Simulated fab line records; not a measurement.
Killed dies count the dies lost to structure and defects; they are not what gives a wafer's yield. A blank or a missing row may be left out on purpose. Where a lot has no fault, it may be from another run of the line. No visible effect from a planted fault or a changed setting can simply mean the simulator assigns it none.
A lot that was struck, set against a sound lot	flow gf180mcu	18 steps out of a route of 602
Sound: the wafers L772.2, L772.3, L772.5. Struck: wafer L780.6 (left out: L780.4, a lot-mate that was not struck); the cause follows at the end.
Per side, at each step with rows, come the tool, then ch with its chambers, and then its first start. Under that, the readings that differ: sound wafers	struck wafers	difference of the means	sigmas: that difference in standard deviations of wafers without a fault.
alike: same words and numbers on both sides, and readings whose means sit less than 2 such deviations apart. not compared: any withheld reading, any reading some wafer has no value for, any bound like >300 that may hide the same value, and any number with overlapping values for which the record gives no deviation.
A row with sigmas, a row that says differs or no value, or rows on one side alone: a step with any of these is where the two part. When numbers do not overlap yet have no deviation, they are printed without sigmas and do not part them. A reading missing from all wafers of one side parts the sides only when that side holds two or more wafers.

first, 2 steps without rows for these wafers: GF_CONTACT_PEB_12 (peb time 90 s); GF_CONTACT_DEVELOP_13 (develop time 60 s).
GF_CONTACT_CD_MEAS_14 targets a cd of 220 nm.
  struck on cd_sem-02, day 20 09:23; sound on cd_sem-01, day 16 03:32
  alike: cd_nm
GF_CONTACT_OVL_MEAS_15:
  struck on overlay-02, day 20 09:28; sound on overlay-02, day 16 03:38
  alike: CONTACT_OVL
GF_CONTACT_ETCH_16: etches BARC in N2/H2.
  sound on rie_diel-04 ch 0,1,3, day 16 03:40; struck on rie_diel-02 ch 2, day 20 09:29
  alike: drypump_motor_current_A, n2_flow_sccm, oes_product_au, throttle_valve_pct
GF_CONTACT_ETCH_17: etches SiO2 in C4F8/O2/Ar, stops on CoSi2, target depth 860 nm.
  sound on rie_diel-04 ch 0,1,3; struck on rie_diel-02 ch 2
  alike: oes_product_au
GF_CONTACT_STRIP_18: strips in O2/N2.
  sound on plasma_asher-01 ch 0, day 16 03:50; struck on plasma_asher-01 ch 1, day 20 09:40
reading	sound	struck	difference	sigmas
heater_power_w (W)	321 320 318	376	+56	+3
oes_product_au (a.u.)	0.574 0.574 0.581	0.587	+0.011	+2
  alike: drypump_motor_current_A, n2_flow_sccm
  not compared: rf_hours_counter_h
then, 3 steps without rows for these wafers: GF_CONTACT_CLEAN_19 (cleans in SPM); GF_CONTACT_CLEAN_20 (cleans in DIW); GF_CONTACT_CLEAN_21 (cleans in dHF, time 20 s).
GF_CONTACT_SPUTTER_22: material Ti, target thk 15 nm, time 80.02 s.
  struck on pvd_sputter-04, day 20 09:56; sound on pvd_sputter-04, day 16 04:08
  alike: throttle_valve_pct
GF_CONTACT_SPUTTER_23: material TiN, target thk 10 nm, time 40 s.
  struck on pvd_sputter-04, day 20 10:00; sound on pvd_sputter-04, day 16 04:12
  alike: throttle_valve_pct
GF_CONTACT_CVD_24: deposits W, target thk 300 nm, time 90.339 s.
  sound on cvd_w-01 ch 0,1, day 16 04:14; struck on cvd_w-01 ch 1, day 20 10:05
reading	sound	struck	difference	sigmas
model.W_of_CONTACT_CVD_24.thk_nm (nm)	293.3 298.3 300.7	373.5	+76.1	
  alike: chamber_pressure_Torr, heater_power_w
GF_CONTACT_RS_MEAS_25: measurement is done with a four-point probe.
  struck on film_metro-03, day 20 10:12; sound on film_metro-03, day 16 04:22
reading	sound	struck	difference	sigmas
CONTACT_W_RS (ohm/sq)	0.392 0.386 0.382	0.306	-0.081	-19
GF_CONTACT_THK_MEAS_26: measures by xrf.
  struck on film_metro-03, day 20 10:17; sound on film_metro-03, day 16 04:28
reading	sound	struck	difference	sigmas
CONTACT_W_THK (nm)	292 297 299	374	+78	+19
GF_CONTACT_CMP_27: polishes, stops on SiO2, t overpolish 15 s, target thk 0 nm.
  sound on cmp-01 ch 0,1,3, day 16 04:31; struck on cmp-02 ch 1, day 20 10:19
reading	sound	struck	difference	sigmas
motor_current_A (A)	11.8 11.9 10.3	8.9	-2.4	-2
time_to_endpoint_s (s)	71 73 76	86	+13	+4
  alike: slurry_flow_ml_min
then, 1 step without rows for these wafers: GF_M1_SPUTTER_00 (material Ti, target thk 37.5 nm, time 150 s).
GF_PASSIVATION_PROBE_99:
  the record has rows for the sound wafers here (prober-02, day 29 03:30) and none for the struck ones

## WHERE THEY PART
Last at GF_PASSIVATION_PROBE_99 as far as this record goes, first at GF_CONTACT_STRIP_18.

WHY: what had been put in by the simulator
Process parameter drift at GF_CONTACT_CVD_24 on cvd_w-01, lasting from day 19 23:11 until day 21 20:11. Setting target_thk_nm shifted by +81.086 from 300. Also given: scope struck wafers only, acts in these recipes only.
